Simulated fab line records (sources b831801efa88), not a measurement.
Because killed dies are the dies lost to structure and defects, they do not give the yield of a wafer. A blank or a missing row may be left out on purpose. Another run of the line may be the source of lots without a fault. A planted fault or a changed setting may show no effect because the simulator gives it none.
Chamber matching    flow gf180mcu    4 sister chambers for GF_V1_CMP_04 on cmp-01
The step polishes SiO2. 8 wafers are shown with their chamber, then 8 later ones without.

== WAFERS, EACH WITH ITS CHAMBER ==
wafer   chamber  motorCurrentA (A)  timeToEndpointS (s)
L617.5  1        12.2               79
L619.3  1        12.8               71
L620.1  2        12.7               68
L622.6  3        11.0               77
L624.1  3        10.6               72
L624.4  0        11.8               80
L624.6  2        12.8               78
L632.4  0        11.7               86

== WAFERS WITH NO CHAMBER GIVEN ==
wafer   motorCurrentA (A)  timeToEndpointS (s)
L632.5  12.2               81
L632.6  13.0               88
L633.2  12.7               76
L633.5  12.5               82
L633.6  11.4               77
L634.3  12.9               80
L634.4  10.4               79
L634.5  13.0               82

== WHICH CHAMBER EACH WENT THROUGH ==
wafer   from the rows above           in truth
L632.5  can't be placed: 1 or 0 or 2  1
L632.6  can't be placed: 2 or 1 or 0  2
L633.2  can't be placed: 2 or 1       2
L633.5  can't be placed: 1 or 2 or 0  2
L633.6  can't be placed: 0 or 3       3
L634.3  can't be placed: 2 or 1       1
L634.4  3                             3
L634.5  can't be placed: 2 or 1       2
Placed correctly: 1 of 8. Not placeable from these rows: 7 (in 7, the candidates include the true chamber). Wrongly placed: 0.
How it was worked out, from the rows above alone: a wafer's distance from a chamber is the root of the sum, over the readings, of the square of ((its reading less the chamber's mean) divided by the reading's scatter). The wafer belongs to the nearest chamber; if the next one is less than 2 further off, it can't be placed. For every chamber, the mean is computed from those of its wafers that are shown. How the scatter is found: for the shown wafers, subtract from each reading the mean of its chamber, square and add these, divide the total by (wafers less chambers), then take the root.
